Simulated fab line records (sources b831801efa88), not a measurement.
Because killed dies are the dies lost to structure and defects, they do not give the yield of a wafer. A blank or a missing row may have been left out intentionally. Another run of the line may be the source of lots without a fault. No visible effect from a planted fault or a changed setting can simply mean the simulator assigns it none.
fab line records    flow sky130
record: lots: 6  wafers: 18  lastDay: 50
route steps=708 shown CAP2M@620 METAL4@621 PAD_OPEN@708
lots that met no fault: taken from a fault-free run of the same line
startH: hours from the record's opening day to when the first of the lot's shown wafers began    waitH: how many hours have passed since the lot's step before this one    " identical to the entry in the row above    L1.1+2: a row that stands for several wafers    - no value, or no start given    * or withheld: withheld    < > ~ a bound
route shown NAME@n: a module of which the file shows steps, and the number in the route of the first    usual: mean and standard deviation over wafers with no fault    same: alike in all rows    chamber/n: place in a boat    sites: readings site by site    _std_site: standard deviation of those values    _edge_site: inner sites' mean taken away from outer sites' mean    radiusMm: how far each site lies from the wafer's centre    mask NAME#n: copy n    behind: the last tool/chamber to shape the wafer    hold: why the lot went on hold/how many hours it stayed there/how the hold came to an end    device: names the non-switching transistor (n, p or np)    end of line: the same wafers' tests at the end of the route    a step with no rows: only its recipe    killed: at the first sort, the dies lost to defects and structure; wafer yield is something else    map: a wafer's dies, x killed, . not, _ none there
set.NAME: the run value of the setting; set.NAME@STEP: its run value at that earlier step    model.NAME: the simulator's own value behind a step, which no gauge read
certain route steps with their lots: each step a table, each wafer a row
services: when a tool's chamber went out of use (startH, in hours from the record's first day, below 0 if earlier), for how many hours, and the reason
== steps ==
step: SKY_CAP2M_CLEAN_17
recipe: chemistry: O3/DIW  dry: n2Spin
step: SKY_METAL4_DEHYDRATE_05
recipe: tempC: 200  timeS: 60
step: SKY_METAL4_HMDS_06
recipe: primeTimeS: 60  primeTempC: 120
step: SKY_METAL4_COAT_07
recipe: resist: BARC  tempC: withheld  timeS: withheld  spinRpm: 3000  resistThkNm: 60.65
step: SKY_METAL4_COAT_08
recipe: resist: KrF-thick  spinRpm: 3000  resistThkNm: 1140
step: SKY_METAL4_SOFTBAKE_09
recipe: tempC: 100  timeS: 90  resist: KrF-thick
step: SKY_METAL4_EXPOSE_10
recipe: maskId: MM4  na: 0.68  sourceShape: annular  sigmaInner: 0.4  sigmaOuter: 0.8  targetCdNm: 300  doseMj: 28
step: SKY_METAL4_PEB_11
recipe: pebTempC: withheld  pebTimeS: withheld  resist: KrF-thick
step: SKY_METAL4_DEVELOP_12
recipe: developTimeS: 60  resist: KrF-thick  devTempC: 21
step: SKY_METAL4_CD_MEAS_13
recipe: targetCdNm: 300
usual: cdNm: 299.8/1.3
lot.wafer  tool      chamber  startH   waitH  cdNm
L993.1     cdSem-01  -        998.26   -      295.7
L993.2     "         -        "        "      297.6
L993.4     "         -        "        "      295.9
L995.4     cdSem-01  -        1002.24  -      298.5
L995.5     "         -        "        "      299.8
L995.6     "         -        "        "      298.3
L998.4     cdSem-02  -        1027.45  -      300.0
L998.5     "         -        "        "      301.1
L998.6     "         -        "        "      300.0
L102.3     cdSem-01  -        1050.32  -      301.2
L102.4     "         -        "        "      302.2
L102.5     "         -        "        "      302.6
L109.2     cdSem-01  -        1093.95  -      300.5
L109.3     "         -        "        "      299.7
L109.4     "         -        "        "      299.3
L115.2     cdSem-02  -        1123.33  -      301.0
L115.3     "         -        "        "      299.7
L115.6     "         -        "        "      300.9
step: SKY_METAL4_OVL_MEAS_14
usual: METAL4_OVL: -1/5.2
lot.wafer  tool        chamber  startH   waitH  METAL4_OVL[nm]
L993.1     overlay-01  -        998.38   0.1    -5
L993.2     "           -        "        "      -4
L993.4     "           -        "        "      -2
L995.4     overlay-01  -        1002.32  0.1    -1
L995.5     "           -        "        "      9
L995.6     "           -        "        "      0
L998.4     overlay-02  -        1027.53  0.1    -6
L998.5     "           -        "        "      -3
L998.6     "           -        "        "      -8
L102.3     overlay-01  -        1050.41  0.1    8
L102.4     "           -        "        "      2
L102.5     "           -        "        "      2
L109.2     overlay-02  -        1094.05  0.1    5
L109.3     "           -        "        "      4
L109.4     "           -        "        "      9
L115.2     overlay-01  -        1123.44  0.1    -12
L115.3     "           -        "        "      -10
L115.6     "           -        "        "      -13
step: SKY_METAL4_DESCUM_15
recipe: chemistry: O2  sourcePowerW: 150  biasPowerW: 0  pressureMtorr: 10  tempC: 40  timeS: 8
usual: drypumpMotorCurrentA: 5.6/0.34  oesProductAu: 1.001/0.01
lot.wafer  tool         chamber  startH   waitH  drypumpMotorCurrentA  oesProductAu  rfHoursCounterH
L993.1     rieMetal-01  0        998.42   0.0    5.4                   1.000         5
L993.2     "            1        "        "      5.4                   1.023         23
L993.4     "            1        "        "      5.4                   1.000         -
L995.4     rieMetal-04  0        1002.35  0.0    6.1                   1.008         -
L995.5     "            1        "        "      5.7                   1.002         -
L995.6     "            0        "        "      6.1                   1.011         -
L998.4     rieMetal-01  0        1027.58  0.0    5.4                   1.005         -
L998.5     "            0        "        "      5.3                   1.001         -
L998.6     "            0        "        "      5.4                   1.001         -
L102.3     rieMetal-01  0        1050.45  0.0    5.4                   0.988         -
L102.4     "            1        "        "      5.4                   1.011         -
L102.5     "            1        "        "      5.4                   1.015         -
L109.2     rieMetal-02  1        1094.08  0.0    5.8                   0.987         12
L109.3     "            0        "        "      5.0                   0.995         -
L109.4     "            1        "        "      5.8                   0.987         -
L115.2     rieMetal-02  1        1123.47  0.0    5.8                   0.990         15
L115.3     "            1        "        "      5.8                   0.995         -
L115.6     "            0        "        "      5.0                   0.990         -
step: SKY_METAL4_ETCH_16
recipe: chemistry: N2/H2  target: BARC  ionEnergyEv: 200  biasW: 100  pressureMtorr: 30  n2FlowSccm: 100  h2FlowSccm: 200  icpW: 500  stopOn: SiO2  timeS: 88.2  targetDepthA: 600
usual: drypumpMotorCurrentA: 5.6/0.34  oesProductAu: 0.628/0.0042  runLengthS: 116.5/0.54  throttleValvePct: 13.205/0.0097
lot.wafer  tool         chamber  startH   waitH  drypumpMotorCurrentA  oesProductAu  rfHoursCounterH  runLengthS  throttleValvePct
L993.1     rieMetal-01  0        998.45   0.0    5.4                   0.631         5                117.5       13.187
L993.2     "            1        "        "      5.4                   0.631         23               116.9       13.208
L993.4     "            1        "        "      5.4                   0.633         -                116.6       13.215
L995.4     rieMetal-04  0        1002.40  0.0    6.1                   0.618         -                116.6       13.219
L995.5     "            1        "        "      5.7                   0.629         -                115.7       13.200
L995.6     "            0        "        "      6.1                   0.624         -                116.6       13.227
L998.4     rieMetal-01  0        1027.71  0.1    5.4                   0.664         -                111.5       13.203
L998.5     "            0        "        "      5.4                   0.658         -                111.2       13.207
L998.6     "            0        "        "      5.4                   0.662         -                112.1       13.209
L102.3     rieMetal-01  0        1050.50  0.0    5.4                   0.656         -                111.3       13.210
L102.4     "            1        "        "      5.4                   0.662         -                110.7       13.210
L102.5     "            1        "        "      5.4                   0.666         -                111.3       13.210
L109.2     rieMetal-02  1        1094.12  0.0    5.8                   0.621         12               116.9       13.219
L109.3     "            0        "        "      5.0                   0.637         -                116.7       13.219
L109.4     "            1        "        "      5.8                   0.632         -                116.2       13.204
L115.2     rieMetal-02  1        1123.50  0.0    5.8                   0.629         15               116.4       13.195
L115.3     "            1        "        "      5.8                   0.629         -                116.4       13.190
L115.6     "            0        "        "      5.0                   0.624         -                116.7       13.202
step: SKY_METAL4_ETCH_17
recipe: target: SiO2  stopOn: TiN  chemistry: C4F8/O2/Ar  sourceW: 1500  biasW: 1200  pressureMtorr: 40  c4f8FlowSccm: withheld  O2_flow_sccm: 6  Ar_flow_sccm: 300  timeS: 3.9  targetDepthA: 150
usual: oesProductAu: 0.754/0.0074
lot.wafer  tool        chamber  startH   waitH  oesProductAu  rfHoursCounterH
L993.1     rieDiel-04  0        998.55   0.1    0.763         15
L993.2     "           3        "        "      0.760         11
L993.4     "           0        "        "      0.750         -
L995.4     rieDiel-02  1        1002.46  0.0    0.755         19
L995.5     "           0        "        "      0.753         -
L995.6     "           1        "        "      0.769         -
L998.4     rieDiel-04  0        1027.81  0.1    0.750         16
L998.5     "           1        "        "      0.761         -
L998.6     "           0        "        "      0.758         -
L102.3     rieDiel-04  3        1050.56  0.0    0.756         13
L102.4     "           0        "        "      0.757         17
L102.5     "           1        "        "      0.748         -
L109.2     rieDiel-01  2        1094.21  0.1    0.750         14
L109.3     "           0        "        "      0.749         0
L109.4     "           3        "        "      0.758         1
L115.2     rieDiel-04  3        1123.60  0.1    0.750         15
L115.3     "           2        "        "      0.753         18
L115.6     "           0        "        "      0.762         -
step: SKY_PAD_OPEN_PROBE_99
usual: defectLimitedYield: 82.6/1.8  killed_at_M0_to_M3: 43/6.6  killed_at_M4_up: 3.4/1.8  killedAtContacts: 24/4.9  killedAtFrontEnd: 15/4.1  killedAtOther: 0.3/0.55  killedDies: 85/8.8  killedOpen: 46/6.1  killedShort: 39/5.7  sort_bin_3_pad_short: 0.9/0.41  sort_bin_5_function: 10.1/1.5  sort_bin_6_memory: 6.4/1  sortNPass: 407/8.8  sortYieldPct: 82.6/1.8
same: grossDies: 492  killedAtBackSide: 0  sort_bin_4_leakage[%]: 0  sort_bin_8_speed[%]: 0
lot.wafer  tool       chamber  startH   waitH  defectLimitedYield[%]  killed_at_M0_to_M3  killed_at_M4_up  killedAtContacts  killedAtFrontEnd  killedAtOther  killedDies  killedOpen  killedShort  sort_bin_3_pad_short[%]  sort_bin_5_function[%]  sort_bin_6_memory[%]  sortNPass  sortYieldPct[%]
L993.1     prober-01  -        1093.30  0.1    79.5                   52                  7                28                14                0              101         57          44           1.4                      11.6                    7.5                   391        79.5
L993.2     prober-01  -        1093.35  0.1    81.9                   35                  3                33                17                1              89          47          41           1.2                      12.2                    4.7                   403        81.9
L993.4     prober-01  -        1093.45  0.2    81.1                   45                  5                31                12                0              93          41          52           1.0                      10.6                    7.3                   399        81.1
L995.4     prober-01  -        1095.73  0.2    84.6                   43                  2                20                11                0              76          47          29           0.6                      9.1                     5.7                   416        84.6
L995.5     prober-01  -        1095.78  0.2    84.1                   30                  2                25                21                0              78          47          31           0.2                      10.0                    5.7                   414        84.1
L995.6     prober-01  -        1095.83  0.2    82.1                   46                  0                20                22                0              88          42          45           1.4                      10.2                    6.3                   404        82.1
L102.3     prober-02  -        1139.37  0.2    82.7                   40                  3                28                13                1              85          48          37           1.6                      8.7                     6.9                   407        82.7
L115.2     prober-01  -        1199.71  0.1    81.7                   37                  3                26                24                0              90          47          43           0.6                      11.0                    6.7                   402        81.7
L115.3     prober-01  -        1199.76  0.2    82.3                   39                  3                28                16                1              87          46          41           1.4                      10.6                    5.7                   405        82.3
L115.6     prober-01  -        1199.91  0.2    83.3                   39                  1                32                10                0              82          38          44           1.2                      9.6                     5.9                   410        83.3
killed by level:class
L993.1 CONTACT:geometricParticle:open=16 METAL2:geometricParticle:short=12 VIA1:geometricParticle:open=9 VIA2:geometricParticle:open=8 VIA1:geometricParticle:short=7 VIA3:geometricParticle:open=7 LI_CONTACT:geometricParticle:open=6 FIELD_ISO:geometricParticle:short=4
L993.2 VIA1:geometricParticle:open=10 CONTACT:geometricParticle:open=9 LI_CONTACT:geometricParticle:open=7 LOCAL_INTERCONNECT:geometricParticle:short=6 CONTACT:geometricParticle:short=5 VIA3:geometricParticle:open=5 FIELD_ISO:geometricParticle:short=4 LI_CONTACT:geometricParticle:short=4
L993.4 CONTACT:geometricParticle:open=10 METAL1:geometricParticle:short=7 VIA2:geometricParticle:short=7 LI_CONTACT:geometricParticle:short=6 LI_CONTACT:geometricParticle:open=6 CONTACT:geometricParticle:short=6 VIA1:geometricParticle:open=6 POLY_GATE:geometricParticle:short=5
L995.4 VIA1:geometricParticle:open=11 CONTACT:geometricParticle:open=8 VIA2:geometricParticle:open=8 LI_CONTACT:geometricParticle:open=6 METAL1:geometricParticle:short=5 VIA3:geometricParticle:open=5 VIA1:geometricParticle:short=4 VIA2:geometricParticle:short=4
L995.5 CONTACT:geometricParticle:open=9 FIELD_ISO:geometricParticle:open=7 LI_CONTACT:geometricParticle:open=6 POLY_GATE:geometricParticle:open=4 METAL1:geometricParticle:short=4 VIA2:geometricParticle:short=4 VIA2:geometricParticle:open=4 FIELD_ISO:geometricParticle:short=3
L995.6 VIA1:geometricParticle:open=9 VIA2:geometricParticle:short=8 LI_CONTACT:geometricParticle:open=7 VIA3:geometricParticle:open=7 VIA1:geometricParticle:short=6 POLY_GATE:geometricParticle:short=5 POLY_CUT:geometricParticle:short=4 LOCAL_INTERCONNECT:geometricParticle:short=4
L102.3 LI_CONTACT:geometricParticle:open=13 CONTACT:geometricParticle:open=7 VIA2:geometricParticle:open=7 VIA1:geometricParticle:short=7 VIA3:geometricParticle:open=6 LI_CONTACT:geometricParticle:short=5 POLY_GATE:geometricParticle:open=4 VIA1:geometricParticle:open=4
L115.2 CONTACT:geometricParticle:open=9 VIA3:geometricParticle:open=7 VIA1:geometricParticle:open=7 FIELD_ISO:geometricParticle:short=6 POLY_GATE:geometricParticle:short=6 VIA2:geometricParticle:open=6 FIELD_ISO:geometricParticle:open=5 POLY_GATE:geometricParticle:open=5
L115.3 VIA2:geometricParticle:open=12 LI_CONTACT:geometricParticle:open=10 VIA1:geometricParticle:open=7 FIELD_ISO:geometricParticle:short=6 LOCAL_INTERCONNECT:geometricParticle:short=6 METAL1:geometricParticle:short=5 CONTACT:geometricParticle:open=5 VIA1:geometricParticle:short=5
L115.6 CONTACT:geometricParticle:open=8 VIA1:geometricParticle:open=7 LI_CONTACT:geometricParticle:short=6 LOCAL_INTERCONNECT:geometricParticle:short=6 CONTACT:geometricParticle:short=6 METAL1:geometricParticle:short=6 LI_CONTACT:geometricParticle:open=5 METAL2:geometricParticle:short=5
== services ==
tool         chamber  startH   hours  kind
rieDiel-01   1        977.62   4.6    repair
rieDiel-01   0        978.64   4.1    repair
rieMetal-04  -        1004.79  0.5    repair
rieMetal-04  0        1005.76  17.6   repair
rieDiel-02   0        1010.79  7.6    repair
rieMetal-01  1        1023.56  -      clean
rieMetal-01  1        1023.56  15.0   scheduledDown
rieMetal-01  1        1023.56  15.0   ventCycle
rieMetal-04  0        1030.76  15.4   repair
rieDiel-01   3        1032.34  19.2   repair
rieMetal-02  0        1046.10  4.2    repair
rieDiel-01   3        1051.50  -      clean
rieDiel-01   3        1051.50  19.6   scheduledDown
rieDiel-01   3        1051.50  19.6   ventCycle
rieDiel-02   0        1055.55  5.2    repair
rieMetal-02  0        1061.79  -      clean
rieMetal-02  0        1061.79  24.4   scheduledDown
rieMetal-02  0        1061.79  24.4   ventCycle
rieDiel-02   0        1091.76  13.7   repair
rieDiel-02   2        1095.04  1.9    repair
rieMetal-02  1        1098.41  2.2    repair
rieMetal-01  1        1099.08  21.7   repair
rieDiel-02   1        1103.64  1.3    repair
rieMetal-01  -        1105.28  15.6   pm
== key ==
firstSign: step: SKY_METAL4_ETCH_16  reading: runLengthS  direction: down  sigmas: 9.5  usual: *  struck: *
effect: step: SKY_METAL4_ETCH_16  reading: oesProductAu  direction: up  sigmas: 7.8  usual: 0.628  struck: 0.661
metAt SKY_METAL4_ETCH_16
struckWafers L998.4,L998.5,L998.6,L102.3,L102.4,L102.5
onsetBetween 998.45 1027.71
fault: kind: processParameterDrift  tool: rieMetal-01  chamber: -  onsetH: 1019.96  steps: SKY_METAL4_ETCH_16  channel: timeS  offset: *  shape: step  endH: 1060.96  actsIn: *  stated: *
